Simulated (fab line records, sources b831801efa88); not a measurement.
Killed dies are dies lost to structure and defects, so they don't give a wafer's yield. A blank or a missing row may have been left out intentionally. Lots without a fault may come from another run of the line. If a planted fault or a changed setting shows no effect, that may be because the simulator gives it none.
fab line records	flow sky130	part 1 of 2: steps 1 to 27 of 38
[record] lots = 5	wafers = 15	last-day = 51
route steps=708 shown FIELD_ISO@6 NWELL@32 DNWELL@35
lots with no fault: from the same line, run without faults
start-h: hours from the record's opening day to when the first of the lot's shown wafers began	wait-h: how many hours have passed since the lot's step before this one	" as in the row above	L1.1+2: several wafers, shown together as one row	- either no value or no given start	* or withheld: withheld	< > ~ a bound
route shown NAME@n: a module of which the file shows steps, and the number in the route of the first	usual: the fault-free wafers' mean and standard deviation	same: alike in all rows	chamber/n: place in a boat	sites: the reading at each site	_std_site: the standard deviation of these	_edge_site: the outer-site mean with the inner-site mean subtracted	radius-mm: how far each site lies from the wafer's centre	mask NAME#n: copy n	behind: tool/chamber where the wafer was last shaped	hold: what put the lot on hold/how long, in hours/how the hold closed	device: whichever transistor did not switch (one of n, p or np)	end of line: tests run on the same wafers once the route is complete	for a step that has no rows: nothing shown but its recipe	killed: at the first sort, the dies lost to defects and structure; wafer yield is something else	map: shows each die of a wafer: x if killed, . if not, _ if none is there
set.NAME: the run value of the setting; set.NAME@STEP: its run value at that earlier step	model.NAME: the simulator's own value behind a step, which no gauge read
lots seen at some steps along the route; tables by step, rows by wafer
services: from which hour (start-h, from the record's first day; less than 0 if before it) a tool's chamber was out of use, for how many hours, and why
[[steps]]
[step SKY_FIELD_ISO_DEHYDRATE_05]
[recipe] temp-c = 200	time-s = 60
lot.wafer	tool	chamber	start-h	wait-h
L081.1+4+6	litho-track-03	0	57.09	7.6
L084.3+4+6	litho-track-03	0	74.69	7.3
L088.1+2+5	litho-track-02	0	91.35	7.8
L093.1+5+6	litho-track-04	0	120.00	9.3
L097.4+5+6	litho-track-03	0	140.76	9.9
[step SKY_FIELD_ISO_HMDS_06]
[recipe] prime-time-s = 60	prime-temp-c = 120
[usual] prime-temp-c = 119.99/0.14
lot.wafer	tool	chamber	start-h	wait-h	prime-temp-c
L081.1	litho-track-03	0	57.24	0.1	120.00
L081.4	"	0	"	"	119.93
L081.6	"	0	"	"	119.90
L084.3	litho-track-03	0	74.84	0.1	120.21
L084.4	"	0	"	"	120.13
L084.6	"	0	"	"	119.88
L088.1	litho-track-02	0	91.50	0.1	119.84
L088.2	"	0	"	"	119.57
L088.5	"	0	"	"	119.68
L093.1	litho-track-04	0	120.15	0.1	119.70
L093.5	"	0	"	"	119.82
L093.6	"	0	"	"	119.65
L097.4	litho-track-03	0	140.91	0.1	120.18
L097.5	"	0	"	"	120.15
L097.6	"	0	"	"	120.11
[step SKY_FIELD_ISO_COAT_07]
[recipe] resist = BARC	temp-c = withheld	time-s = withheld	spin-rpm = 3000	resist-thk-nm = 60
[usual] dispense-pressure-kPa = 51/3.6	spin-speed-rpm = 2999.7/2.3
lot.wafer	tool	chamber	start-h	wait-h	dispense-pressure-kPa	spin-speed-rpm
L081.1	litho-track-03	0	57.39	0.1	51	3001.1
L081.4	"	0	"	"	51	3002.4
L081.6	"	0	"	"	51	2998.9
L084.3	litho-track-03	0	74.99	0.1	51	3003.1
L084.4	"	0	"	"	51	3001.4
L084.6	"	0	"	"	51	2995.6
L088.1	litho-track-02	0	91.65	0.1	46	2998.3
L088.2	"	0	"	"	46	3000.3
L088.5	"	0	"	"	46	2997.5
L093.1	litho-track-04	0	120.30	0.1	55	2999.3
L093.5	"	0	"	"	55	2998.4
L093.6	"	0	"	"	55	2997.3
L097.4	litho-track-03	0	141.06	0.1	51	2996.8
L097.5	"	0	"	"	51	2996.6
L097.6	"	0	"	"	51	2997.2
[step SKY_FIELD_ISO_COAT_08]
[recipe] resist = KrF-thick	spin-rpm = 3000	resist-thk-nm = 450
[usual] dispense-pressure-kPa = 51/3.7	spin-speed-rpm = 3000.1/2.5
lot.wafer	tool	chamber	start-h	wait-h	dispense-pressure-kPa	spin-speed-rpm
L081.1	litho-track-03	0	-	-	51	3002.5
L081.4	"	0	"	"	51	3002.3
L081.6	"	0	"	"	51	2999.4
L084.3	litho-track-03	0	-	-	51	3005.1
L084.4	"	0	"	"	51	3004.0
L084.6	"	0	"	"	51	3000.5
L088.1	litho-track-02	0	-	-	46	2998.9
L088.2	"	0	"	"	46	3001.7
L088.5	"	0	"	"	46	2998.7
L093.1	litho-track-04	0	-	-	56	3000.9
L093.5	"	0	"	"	56	3003.8
L093.6	"	0	"	"	56	3003.4
L097.4	litho-track-03	0	-	-	51	3003.6
L097.5	"	0	"	"	51	3001.0
L097.6	"	0	"	"	51	3003.3
[step SKY_FIELD_ISO_SOFTBAKE_09]
[recipe] temp-c = 100.3	time-s = 90	resist = KrF-thick
lot.wafer	tool	chamber	start-h	wait-h
L081.1+4+6	litho-track-03	0	-	-
L084.3+4+6	litho-track-03	0	-	-
L088.1+2+5	litho-track-02	0	-	-
L093.1+5+6	litho-track-04	0	-	-
L097.4+5+6	litho-track-03	0	-	-
[step SKY_FIELD_ISO_EXPOSE_10]
[recipe] mask-id = FOM	na = 0.68	source-shape = annular	sigma-inner = 0.4	sigma-outer = 0.8	target-cd-nm = 150	dose-mj = 28
[usual] exposure-dose-mJ-cm2 = 27.959/0.027
[same] na = 0.68
lot.wafer	tool	chamber	start-h	wait-h	mask	exposure-dose-mJ-cm2
L081.1	krf-scanner-02	0	-	-	FOM#0	27.928
L081.4	"	0	"	"	FOM#0	27.953
L081.6	"	0	"	"	FOM#0	27.985
L084.3	krf-scanner-01	0	-	-	FOM#0	27.976
L084.4	"	0	"	"	FOM#0	27.961
L084.6	"	0	"	"	FOM#0	27.958
L088.1	krf-scanner-02	0	-	-	FOM#0	27.989
L088.2	"	0	"	"	FOM#0	27.975
L088.5	"	0	"	"	FOM#0	27.961
L093.1	krf-scanner-02	0	-	-	FOM#0	27.996
L093.5	"	0	"	"	FOM#0	27.995
L093.6	"	0	"	"	FOM#0	27.954
L097.4	krf-scanner-02	0	-	-	FOM#0	27.938
L097.5	"	0	"	"	FOM#0	27.940
L097.6	"	0	"	"	FOM#0	27.931
[step SKY_FIELD_ISO_PEB_11]
[recipe] peb-temp-c = withheld	peb-time-s = withheld	resist = KrF-thick
lot.wafer	tool	chamber	start-h	wait-h
L081.1+4+6	litho-track-04	0	-	-
L084.3+4+6	litho-track-02	0	-	-
L088.1+2+5	litho-track-03	0	-	-
L093.1+5+6	litho-track-03	0	-	-
L097.4+5+6	litho-track-04	0	-	-
[step SKY_FIELD_ISO_DEVELOP_12]
[recipe] develop-time-s = 60	resist = KrF-thick	dev-temp-c = 21
lot.wafer	tool	chamber	start-h	wait-h
L081.1+4+6	litho-track-04	0	-	-
L084.3+4+6	litho-track-02	0	-	-
L088.1+2+5	litho-track-03	0	-	-
L093.1+5+6	litho-track-03	0	-	-
L097.4+5+6	litho-track-04	0	-	-
[step SKY_FIELD_ISO_CD_MEAS_13]
[recipe] target-cd-nm = 150
[usual] cd-nm = 149.6/1.3
lot.wafer	tool	chamber	start-h	wait-h	cd-nm
L081.1	cd-sem-02	-	66.25	-	151.2
L081.4	"	-	"	"	151.5
L081.6	"	-	"	"	152.6
L084.3	cd-sem-02	-	84.39	-	150.6
L084.4	"	-	"	"	150.7
L084.6	"	-	"	"	151.0
L088.1	cd-sem-02	-	101.59	-	148.9
L088.2	"	-	"	"	148.7
L088.5	"	-	"	"	148.6
L093.1	cd-sem-02	-	130.29	-	151.9
L093.5	"	-	"	"	150.5
L093.6	"	-	"	"	150.9
L097.4	cd-sem-01	-	151.96	-	149.4
L097.5	"	-	"	"	148.3
L097.6	"	-	"	"	149.6
[step SKY_FIELD_ISO_ETCH_14]
[recipe] chemistry = N2/H2	target = BARC	ion-energy-ev = 200	source-w = 500	bias-w = 100	pressure-mtorr = 30	n2-flow-sccm = 100	h2-flow-sccm = 200	stop-on = SiO2	time-s = 45.9	target-depth-a = 600
[usual] drypump-motor-current-A = 5.7/0.55	n2-flow-sccm = 99.98/0.28	oes-product-au = 0.854/0.0046	throttle-valve-pct = 13.225/0.01
lot.wafer	tool	chamber	start-h	wait-h	drypump-motor-current-A	n2-flow-sccm	oes-product-au	rf-hours-counter-h	throttle-valve-pct
L081.1	rie-diel-02	1	66.37	0.1	4.9	99.94	0.861	94	13.228
L081.4	"	0	"	"	5.3	100.18	0.857	-	13.212
L081.6	"	2	"	"	6.3	100.64	0.855	-	13.233
L084.3	rie-diel-03	0	84.47	0.1	4.8	100.23	0.853	58	13.211
L084.4	"	3	"	"	6.3	100.43	0.855	4	13.226
L084.6	"	0	"	"	4.8	100.02	0.850	-	13.230
L088.1	rie-diel-04	3	101.71	0.1	5.5	100.44	0.850	143	13.207
L088.2	"	2	"	"	6.0	99.73	0.853	35	13.225
L088.5	"	3	"	"	5.5	99.96	0.860	-	13.216
L093.1	rie-diel-02	0	130.41	0.1	5.3	100.05	0.852	22	13.236
L093.5	"	3	"	"	5.8	99.97	0.860	-	13.240
L093.6	"	2	"	"	6.3	99.93	0.856	-	13.227
L097.4	rie-diel-02	0	152.02	0.0	5.3	100.17	0.856	22	13.239
L097.5	"	2	"	"	6.3	99.74	0.858	-	13.231
L097.6	"	1	"	"	4.9	99.65	0.852	-	13.234
[step SKY_FIELD_ISO_ETCH_15]
[recipe] chemistry = CHF3/O2	target-depth-nm = 180	stop-on = Si	source-w = 600	bias-w = 200	pressure-mtorr = 40	chf3-flow-sccm = 50	O2_flow_sccm = 5	time-s = 72
[usual] O2_flow_sccm = 5.000/0.015	drypump-motor-current-A = 5.7/0.55	oes-product-au = 0.945/0.0066	throttle-valve-pct = 8.844/0.0093
lot.wafer	tool	chamber	start-h	wait-h	O2_flow_sccm	drypump-motor-current-A	oes-product-au	rf-hours-counter-h	throttle-valve-pct
L081.1	rie-diel-02	1	66.41	0.0	4.978	4.9	0.949	94	8.838
L081.4	"	0	"	"	4.995	5.3	0.951	-	8.854
L081.6	"	2	"	"	4.975	6.4	0.949	-	8.839
L084.3	rie-diel-03	0	84.51	0.0	4.993	4.7	0.946	58	8.841
L084.4	"	3	"	"	5.027	6.3	0.949	4	8.838
L084.6	"	0	"	"	5.009	4.7	0.948	-	8.854
L088.1	rie-diel-04	3	101.75	0.0	4.981	5.5	0.939	143	8.836
L088.2	"	2	"	"	5.005	5.9	0.945	35	8.849
L088.5	"	3	"	"	5.018	5.5	0.940	-	8.836
L093.1	rie-diel-02	0	130.45	0.0	4.998	5.3	0.946	22	8.866
L093.5	"	3	"	"	5.002	5.8	0.952	-	8.860
L093.6	"	2	"	"	5.000	6.3	0.955	-	8.824
L097.4	rie-diel-02	0	152.06	0.0	4.994	5.3	0.944	22	8.850
L097.5	"	2	"	"	5.024	6.3	0.944	-	8.827
L097.6	"	1	"	"	4.995	4.9	0.936	-	8.858
[step SKY_FIELD_ISO_STRIP_16]
[recipe] chemistry = O2/N2	power-w = 1400	pressure-mtorr = 1500	platen-temp-c = withheld	o2-flow-sccm = 3000	n2-flow-sccm = 300	overash-fraction = 0.5
[usual] drypump-motor-current-A = 5.8/0.49	n2-flow-sccm = 300.1/0.87	oes-product-au = 0.378/0.005	strip-time-to-endpoint-s = 3.56/0.037
lot.wafer	tool	chamber	start-h	wait-h	drypump-motor-current-A	n2-flow-sccm	oes-product-au	rf-hours-counter-h	strip-time-to-endpoint-s
L081.1	plasma-asher-03	0	66.47	0.0	5.8	299.3	0.389	26	3.59
L081.4	"	1	"	"	5.1	300.7	0.380	-	3.57
L081.6	"	0	"	"	5.8	299.9	0.388	-	3.57
L084.3	plasma-asher-01	0	84.60	0.1	5.8	299.5	0.374	-	3.57
L084.4	"	1	"	"	6.6	298.8	0.371	-	3.53
L084.6	"	1	"	"	6.7	299.0	0.377	-	3.59
L088.1	plasma-asher-01	0	101.81	0.0	5.8	300.1	0.390	40	3.60
L088.2	"	1	"	"	6.6	301.8	0.382	40	3.59
L088.5	"	0	"	"	5.8	300.3	0.374	-	3.59
L093.1	plasma-asher-01	0	130.51	0.0	5.8	299.9	0.379	44	3.60
L093.5	"	0	"	"	5.8	300.6	0.384	-	3.54
L093.6	"	1	"	"	6.6	299.2	0.375	-	3.57
L097.4	plasma-asher-04	0	152.15	0.1	5.8	301.3	0.384	-	3.56
L097.5	"	0	"	"	5.8	300.9	0.381	-	3.57
L097.6	"	1	"	"	5.4	298.6	0.380	-	3.54
[step SKY_FIELD_ISO_ETCH_17]
[recipe] target-depth-a = 3420	mask-material = Si3N4	chemistry = HBr/Cl2/O2	target = Si	taper-deg = 5	icp-w = 600	bias-w = 150	pressure-mtorr = 15	HBr_flow_sccm = 150	Cl2_flow_sccm = 40	O2_flow_sccm = 6	time-s = 97.7
[usual] O2_flow_sccm = 6.000/0.017	drypump-motor-current-A = 5.8/0.61	oes-product-au = 0.996/0.0099	throttle-valve-pct = 25.658/0.01
lot.wafer	tool	chamber	start-h	wait-h	O2_flow_sccm	drypump-motor-current-A	oes-product-au	rf-hours-counter-h	throttle-valve-pct
L081.1	rie-si-02	1	66.57	0.1	5.994	6.5	0.981	65	25.648
L081.4	"	2	"	"	6.005	6.4	1.002	13	25.654
L081.6	"	2	"	"	5.972	6.4	1.005	-	25.653
L084.3	rie-si-01	3	84.67	0.0	6.012	6.4	1.004	1	25.641
L084.4	"	1	"	"	6.005	5.9	1.011	105	25.657
L084.6	"	3	"	"	5.993	6.4	1.001	-	25.635
L088.1	rie-si-02	1	101.91	0.1	6.018	6.5	0.990	65	25.665
L088.2	"	0	"	"	5.996	5.0	1.001	144	25.648
L088.5	"	3	"	"	6.014	5.4	0.984	-	25.669
L093.1	rie-si-01	3	130.61	0.1	5.959	6.3	1.012	1	25.653
L093.5	"	3	"	"	5.983	6.3	1.013	-	25.645
L093.6	"	0	"	"	5.998	5.8	1.001	-	25.665
L097.4	rie-si-02	2	152.22	0.0	6.002	6.4	1.001	13	25.647
L097.5	"	3	"	"	6.011	5.4	0.973	-	25.668
L097.6	"	0	"	"	5.997	5.1	0.986	-	25.653
[step SKY_FIELD_ISO_WET_ETCH_18]
[recipe] chemistry = H3PO4	target-depth-nm = 25	temp-c = 160	target = Si3N4	time-s = 286
lot.wafer	tool	chamber	start-h	wait-h
L081.1+4+6	wet-bench-04	3	66.64	0.0
L084.3+4+6	wet-bench-03	0	84.74	0.0
L088.1+2+5	wet-bench-02	1	101.98	0.0
L093.1+5+6	wet-bench-02	2	130.68	0.0
L097.4+5+6	wet-bench-04	1	152.29	0.0
[step SKY_FIELD_ISO_CLEAN_19]
[recipe] chemistry = SC1/SC2	mix = 1:4:20	temp-c = 70	time-s = 150
lot.wafer	tool	chamber	start-h	wait-h
L081.1+4+6	wet-bench-02	2	66.73	0.0
L084.3+4+6	wet-bench-04	3	84.83	0.0
L088.1+2+5	wet-bench-04	0	102.08	0.0
L093.1+5+6	wet-bench-04	3	130.76	0.0
L097.4+5+6	wet-bench-03	1	152.38	0.0
[step SKY_FIELD_ISO_CLEAN_20]
[recipe] chemistry = dHF	time-s = 20	dilution = 100:1
lot.wafer	tool	chamber	start-h	wait-h
L081.1+4+6	wet-bench-04	2	66.78	0.0
L084.3+4+6	wet-bench-02	0	84.88	0.0
L088.1+2+5	wet-bench-02	3	102.13	0.0
L093.1+5+6	wet-bench-03	1	130.81	0.0
L097.4+5+6	wet-bench-02	0	152.43	0.0
[step SKY_FIELD_ISO_WET_ETCH_21]
[recipe] chemistry = dHF	dilution = 100:1	target-depth-nm = 20	dry = ipa-marangoni	target = SiO2	temp-c = 25	time-s = 400
lot.wafer	tool	chamber	start-h	wait-h
L081.1+4+6	wet-bench-02	3	66.79	0.0
L084.3+4+6	wet-bench-03	3	84.89	0.0
L088.1+2+5	wet-bench-04	2	102.15	0.0
L093.1+5+6	wet-bench-02	0	130.83	0.0
L097.4+5+6	wet-bench-04	3	152.44	0.0
[step SKY_FIELD_ISO_OXIDATION_22]
[recipe] temp-c = 950	ambient = O2	stabilise-s = 600	purge-s = 300	target-thk-a = 100	ox-time-s = 623
[usual] spike-tc-lower-C = 950.3/1.1	spike-tc-upper-C = 949.8/1.1
lot.wafer	tool	chamber	start-h	wait-h	spike-tc-lower-C	spike-tc-upper-C
L081.1	furnace-02	0	69.61	2.7	950.5	950.7
L081.4	"	0	"	"	948.8	947.9
L081.6	"	0	"	"	950.4	949.1
L084.3	furnace-02	0	85.01	0.0	950.6	950.5
L084.4	"	0	"	"	949.6	950.3
L084.6	"	0	"	"	949.3	950.0
L088.1	furnace-01	0	105.09	2.8	949.4	949.1
L088.2	"	0	"	"	950.6	948.4
L088.5	"	0	"	"	950.2	949.6
L093.1	furnace-02	0	131.63	0.7	950.2	950.8
L093.5	"	0	"	"	947.8	952.2
L093.6	"	0	"	"	950.3	950.1
L097.4	furnace-02	0	153.13	0.6	950.4	948.8
L097.5	"	0	"	"	950.0	948.9
L097.6	"	0	"	"	949.2	950.3
[step SKY_FIELD_ISO_THK_MEAS_23]
[recipe] reads = SiO2_of_FIELD_ISO_OXIDATION_22
[usual] FIELD_ISO_OXIDATION_01_THK = 10.01/0.19
lot.wafer	tool	chamber	start-h	wait-h	FIELD_ISO_OXIDATION_01_THK[nm]
L081.1	film-metro-03	-	70.78	0.0	9.57
L081.4	"	-	"	"	9.71
L081.6	"	-	"	"	9.78
L084.3	film-metro-03	-	86.21	0.0	10.06
L084.4	"	-	"	"	10.18
L084.6	"	-	"	"	9.97
L088.1	film-metro-01	-	106.26	0.0	9.77
L088.2	"	-	"	"	9.82
L088.5	"	-	"	"	9.89
L093.1	film-metro-03	-	132.81	0.0	10.12
L093.5	"	-	"	"	10.11
L093.6	"	-	"	"	10.16
L097.4	film-metro-01	-	154.33	0.0	10.11
L097.5	"	-	"	"	9.88
L097.6	"	-	"	"	10.02
[step SKY_FIELD_ISO_CVD_24]
[recipe] material = SiO2	target-thk-nm = 595	temp-c = 650	sigma-open-frac = 0.3	time-s = 99.2	sih4-flow-sccm = 60	pressure-mtorr = 6
lot.wafer	tool	chamber	start-h	wait-h
L081.1+4+6	hdpcvd-01	2	70.84	0.1
L084.3+4+6	hdpcvd-02	0,2,1	86.25	0.0
L088.1+2+5	hdpcvd-02	1,2,0	106.32	0.1
L093.1+5+6	hdpcvd-02	0,0,1	132.87	0.1
L097.4+5+6	hdpcvd-01	2,1,0	154.40	0.1
[step SKY_FIELD_ISO_THK_MEAS_25]
[recipe] reads = SiO2_of_FIELD_ISO_CVD_24
[usual] FIELD_ISO_CVD_24_THK = 592/6.6
lot.wafer	tool	chamber	start-h	wait-h	FIELD_ISO_CVD_24_THK[nm]
L081.1	film-metro-01	-	70.95	0.1	593
L081.4	"	-	"	"	592
L081.6	"	-	"	"	594
L084.3	film-metro-03	-	86.34	0.1	590
L084.4	"	-	"	"	591
L084.6	"	-	"	"	583
L088.1	film-metro-01	-	106.39	0.0	587
L088.2	"	-	"	"	588
L088.5	"	-	"	"	589
L093.1	film-metro-02	-	132.94	0.0	600
L093.5	"	-	"	"	598
L093.6	"	-	"	"	586
L097.4	film-metro-01	-	154.46	0.0	599
L097.5	"	-	"	"	601
L097.6	"	-	"	"	595
[step SKY_FIELD_ISO_ANNEAL_26]
[recipe] temp-c = 1000	time-s = 1800	ambient = N2
[usual] spike-tc-lower-C = 1000.5/1.1	spike-tc-upper-C = 999.8/0.92
lot.wafer	tool	chamber	start-h	wait-h	spike-tc-lower-C	spike-tc-upper-C
L081.1	furnace-02	0	73.54	2.6	1000.0	1000.8
L081.4	"	0	"	"	1000.3	1001.3
L081.6	"	0	"	"	997.9	999.4
L084.3	furnace-01	0	87.27	0.9	1000.1	999.9
L084.4	"	0	"	"	998.9	1000.1
L084.6	"	0	"	"	1001.5	998.8
L088.1	furnace-01	0	108.92	2.5	1000.5	999.3
L088.2	"	0	"	"	1000.2	998.8
L088.5	"	0	"	"	999.5	998.5
L093.1	furnace-02	0	133.00	0.1	999.9	999.5
L093.5	"	0	"	"	1000.8	998.9
L093.6	"	0	"	"	999.4	999.2
L097.4	furnace-01	0	154.49	0.0	999.8	1000.5
L097.5	"	0	"	"	1001.0	998.9
L097.6	"	0	"	"	1000.8	998.6
[step SKY_FIELD_ISO_CMP_27]
[recipe] stop-on = Si3N4	t-overpolish-s = 16	down-force-psi = 4	platen-rpm = 60	target-thk-nm = 457.8	pad-velocity-m-s = 0.94248
[usual] motor-current-A = 12.2/0.88	overpolish-run-s = 16.001/0.0095	time-to-endpoint-s = 111/4.8
lot.wafer	tool	chamber	start-h	wait-h	motor-current-A	overpolish-run-s	time-to-endpoint-s
L081.1	cmp-01	3	75.04	0.0	13.2	16.014	113
L081.4	"	2	"	"	13.5	15.998	105
L081.6	"	3	"	"	13.1	15.998	113
L084.3	cmp-02	2	88.77	0.0	10.5	16.005	113
L084.4	"	0	"	"	12.6	16.008	103
L084.6	"	3	"	"	13.3	15.994	113
L088.2	cmp-01	0	110.42	0.0	12.0	15.986	113
L088.1	"	1	"	"	11.9	15.998	112
L088.5	"	0	"	"	12.4	16.024	109
L093.1	cmp-01	0	134.55	0.1	12.1	15.997	108
L093.6	"	3	"	"	12.9	16.003	108
L093.5	"	0	"	"	12.1	15.998	108
L097.4	cmp-02	1	155.99	0.0	13.0	15.989	109
L097.6	"	1	"	"	12.0	16.010	113
L097.5	"	2	"	"	10.6	15.994	116
[step SKY_FIELD_ISO_WET_ETCH_28]
[recipe] chemistry = dHF	target-depth-nm = 23.7	target = SiO2	dilution = 10:1	temp-c = 25	time-s = 47
lot.wafer	tool	chamber	start-h	wait-h
L081.1+4+6	wet-bench-04	1	75.34	0.2
L084.3+4+6	wet-bench-03	3	89.07	0.2
L088.1+2+5	wet-bench-02	3	110.72	0.2
L093.1+5+6	wet-bench-02	0	134.80	0.2
L097.4+5+6	wet-bench-04	2	156.29	0.2
[step SKY_FIELD_ISO_WET_ETCH_29]
[recipe] chemistry = H3PO4	target-depth-nm = 160	target = Si3N4	temp-c = 160	time-s = 1825
lot.wafer	tool	chamber	start-h	wait-h
L081.1+4+6	wet-bench-02	3	75.36	0.0
L084.3+4+6	wet-bench-02	3	89.09	0.0
L088.1+2+5	wet-bench-03	3	110.74	0.0
L093.1+5+6	wet-bench-04	1	134.82	0.0
L097.4+5+6	wet-bench-03	1	156.31	0.0
[step SKY_FIELD_ISO_WET_ETCH_30]
[recipe] chemistry = dHF	target-depth-nm = 25	target = SiO2	dilution = 10:1	temp-c = 25	time-s = 50
lot.wafer	tool	chamber	start-h	wait-h
L081.1+4+6	wet-bench-04	0	75.92	0.0
L084.3+4+6	wet-bench-04	0	89.65	0.0
L088.1+2+5	wet-bench-02	0	111.26	0.0
L093.1+5+6	wet-bench-02	0	135.38	0.0
L097.4+5+6	wet-bench-04	1	156.83	0.0
[step SKY_NWELL_CLEAN_00]
[recipe] chemistry = SC1/SC2	mix = 1:4:20	temp-c = 70	time-s = 150	dry = n2-spin
lot.wafer	tool	chamber	start-h	wait-h
L081.1+4+6	wet-bench-02	3	75.95	0.0
L084.3+4+6	wet-bench-03	0	89.67	0.0
L088.1+2+5	wet-bench-04	2	111.28	0.0
L093.1+5+6	wet-bench-03	2	135.40	0.0
L097.4+5+6	wet-bench-03	2	156.85	0.0
